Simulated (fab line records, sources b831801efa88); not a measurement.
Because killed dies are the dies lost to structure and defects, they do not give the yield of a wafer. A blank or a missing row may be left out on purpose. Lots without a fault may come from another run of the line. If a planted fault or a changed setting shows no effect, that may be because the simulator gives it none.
What tool caused it? -- flow gf180mcu -- Sampling: 12 lots, 36 wafers, 5 of 602 route steps

== WHAT THE GAUGES READ, wafer by wafer ==
GF_V3_CD_MEAS_14 targets a cd of 260 nm. Usual: cdNm reads 260.0 nm (standard deviation 1.2).
lot,measured,on,cdNm (nm),flag
L380,day 22 19:31,cdSem-02,259.6 259.1 259.4,
L381,day 23 12:23,cdSem-01,261.4 260.5 260.4,
L382,day 23 22:18,cdSem-02,260.9 262.3 261.7,
L383,day 24 11:56,cdSem-02,260.5 261.2 259.3,
L384,day 24 14:38,cdSem-01,258.7 259.2 259.2,
L385,day 24 21:17,cdSem-01,259.1 257.1 257.9,
L388,day 25 23:26,cdSem-01,260.6 260.2 258.7,
L392,day 27 02:54,cdSem-01,254.6 255.2 255.2,OFF
L394,day 27 20:05,cdSem-02,254.4 253.3 252.2,OFF
L395,day 28 01:11,cdSem-02,251.4 250.4 251.3,OFF
L400,day 29 09:59,cdSem-02,260.7 260.7 260.0,
L401,day 29 16:14,cdSem-01,261.5 261.6 261.5,

GF_V3_THK_MEAS_25: measures by xrf. Usual: for V3_W_THK the level is 349 nm and the standard deviation is 5.5.
lot,measured,on,V3_W_THK (nm),flag
L380,day 22 20:41,filmMetro-01,358 356 359,
L381,day 23 13:32,filmMetro-04,348 345 346,
L382,day 23 23:26,filmMetro-01,348 344 347,
L383,day 24 13:04,filmMetro-01,355 351 351,
L384,day 24 15:49,filmMetro-04,358 363 362,
L385,day 24 22:26,filmMetro-01,350 355 349,
L388,day 26 00:40,filmMetro-01,351 345 346,
L392,day 27 04:10,filmMetro-01,344 340 341,
L394,day 27 21:14,filmMetro-01,352 348 342,
L395,day 28 02:19,filmMetro-01,354 350 349,
L400,day 29 11:34,filmMetro-02,340 343 347,
L401,day 29 17:43,filmMetro-01,350 354 352,

GF_M4_RS_MEAS_05: measures by four-point-probe. Usual: for M4_ALCU_RS the level is 0.0695 ohm/sq and the standard deviation is 0.0006.
lot,measured,on,M4_ALCU_RS (ohm/sq),flag
L380,day 22 21:16,filmMetro-01,0.0693 0.0692 0.0694,
L381,day 23 14:07,filmMetro-03,0.0692 0.0700 0.0696,
L382,day 24 00:02,filmMetro-03,0.0690 0.0684 0.0693,
L383,day 24 13:40,filmMetro-01,0.0694 0.0696 0.0697,
L384,day 24 16:24,filmMetro-03,0.0693 0.0697 0.0694,
L385,day 24 23:07,filmMetro-04,0.0695 0.0690 0.0696,
L388,day 26 01:15,filmMetro-01,0.0697 0.0691 0.0701,
L392,day 27 04:48,filmMetro-01,0.0700 0.0695 0.0701,
L394,day 27 21:50,filmMetro-01,0.0694 0.0699 0.0697,
L395,day 28 02:55,filmMetro-01,0.0697 0.0701 0.0699,
L400,day 29 12:09,filmMetro-01,0.0701 0.0705 0.0701,
L401,day 29 18:19,filmMetro-01,0.0703 0.0700 0.0701,

== TOOL THAT RAN EACH LOT (tool first, then ch and the chambers of the sampled wafers, then the start) ==
lot,GF_V3_PEB_12,GF_V3_ETCH_16
L380,"lithoTrack-01 ch 0, day 22 19:10","rieDiel-04 ch 0,1,3, day 22 19:40"
L381,"lithoTrack-04 ch 0, day 23 12:02","rieDiel-02 ch 1,2,3, day 23 12:32"
L382,"lithoTrack-03 ch 0, day 23 21:58","rieDiel-03 ch 1,2, day 23 22:26"
L383,"lithoTrack-03 ch 0, day 24 11:38","rieDiel-04 ch 0,3, day 24 12:02"
L384,"lithoTrack-01 ch 0, day 24 14:17","rieDiel-02 ch 1,3, day 24 14:46"
L385,"lithoTrack-04 ch 0, day 24 20:56","rieDiel-04 ch 0,1,2, day 24 21:26"
L388,"lithoTrack-01 ch 0, day 25 23:05","rieDiel-03 ch 0,1,2, day 25 23:34"
L392,"lithoTrack-01 ch 0, day 27 02:35","rieDiel-04 ch 1,2, day 27 03:01"
L394,"lithoTrack-01 ch 0, day 27 19:44","rieDiel-04 ch 1,2, day 27 20:13"
L395,"lithoTrack-01 ch 0, day 28 00:50","rieDiel-02 ch 1,2, day 28 01:19"
L400,"lithoTrack-03 ch 0, day 29 09:38","rieDiel-02 ch 0,1,3, day 29 10:08"
L401,"lithoTrack-04 ch 0, day 29 15:56","rieDiel-04 ch 0,1,3, day 29 16:20"
- GF_V3_PEB_12: peb time 90 s.
- GF_V3_ETCH_16: etches BARC in N2/H2.

== AS READ BY THE TOOLS THEMSELVES (means over the sampled wafers that have a number; for cases with no such wafer, the mark the record gives instead) ==
GF_V3_PEB_12. Usual: heaterPowerTotalW 85.70 W, standard deviation 0.08; plateTempC 135.00 C, standard deviation 0.16.
lot,tool,heaterPowerTotalW (W),plateTempC (C),flag
L380,lithoTrack-01,85.66,134.89,
L381,lithoTrack-04,85.65,135.00,
L382,lithoTrack-03,85.65,135.11,
L383,lithoTrack-03,85.70,135.14,
L384,lithoTrack-01,85.67,134.81,
L385,lithoTrack-04,85.71,134.93,
L388,lithoTrack-01,85.71,135.10,
L392,lithoTrack-01,83.69,132.61,OFF
L394,lithoTrack-01,83.72,132.48,OFF
L395,lithoTrack-01,83.78,132.67,OFF
L400,lithoTrack-03,85.69,135.13,
L401,lithoTrack-04,85.65,135.08,

GF_V3_ETCH_16. Usual: drypumpMotorCurrentA 5.8 A, standard deviation 0.56; n2FlowSccm 99.98 sccm, standard deviation 0.29; oesProductAu 0.855 a.u., standard deviation 0.0044; throttleValvePct 13.223 %, standard deviation 0.0089.
lot,tool,drypumpMotorCurrentA (A),n2FlowSccm (sccm),oesProductAu (a.u.),throttleValvePct (%),flag
L380,rieDiel-04,5.5,100.13,0.859,13.217,
L381,rieDiel-02,6.2,99.92,0.853,13.224,
L382,rieDiel-03,5.9,100.20,0.854,13.227,
L383,rieDiel-04,5.5,99.49,0.857,13.227,
L384,rieDiel-02,5.8,100.12,0.855,13.224,
L385,rieDiel-04,5.7,100.08,0.855,13.231,
L388,rieDiel-03,5.7,100.17,0.853,13.221,
L392,rieDiel-04,6.2,99.82,0.858,13.228,
L394,rieDiel-04,6.1,100.07,0.852,13.227,
L395,rieDiel-02,6.2,100.10,0.856,13.224,
L400,rieDiel-02,5.9,99.92,0.855,13.220,
L401,rieDiel-04,5.5,99.98,0.849,13.230,

== THE ANSWER, worked out from the rows above alone ==
Rule: a lot counts as off when the mean over its wafers that have a number is more than 3 standard deviations away from the usual mean. Also off: a lot with no number at a reading for which 4 or more lots have one. All remaining lots with rows at the step are treated as sound. After the gauges, taken in route order, come the tools' own readings; for these a lot's mean is taken, as printed above. At the first step where some lot is off, the reading lying furthest off is the one used; lots without a number count as furthest.
Off at GF_V3_CD_MEAS_14 (cdNm): L392, L394, L395.
A tool fits if, at a process step before that reading, it ran every lot that is off, and no sound lot after the first of them. The gauges at GF_V3_CD_MEAS_14 aren't tried: what is off there is off at GF_V3_PEB_12 too, on other tools, and a gauge's error can't cause that. One candidate fits, namely lithoTrack-01 at GF_V3_PEB_12. Its last sound lot is L388 (day 25 23:05), its first lot that is off L392 (day 27 02:35): a fault that began between those two fits.
The tool's own readings at GF_V3_PEB_12 bear it out: on the lots that are off they differ by more than 5 times the standard deviation of the sound lots' means. heaterPowerTotalW reads 83.73 W there against 85.68 W on the sound lots; plateTempC reads 132.59 C there against 135.02 C on the sound lots.

== WHAT WAS PUT IN BY THE SIMULATOR ==
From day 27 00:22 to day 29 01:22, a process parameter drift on lithoTrack-01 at GF_V3_PEB_12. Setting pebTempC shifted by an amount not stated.
Lots struck among those shown: L392, L394, L395. Same finding as the rule above.
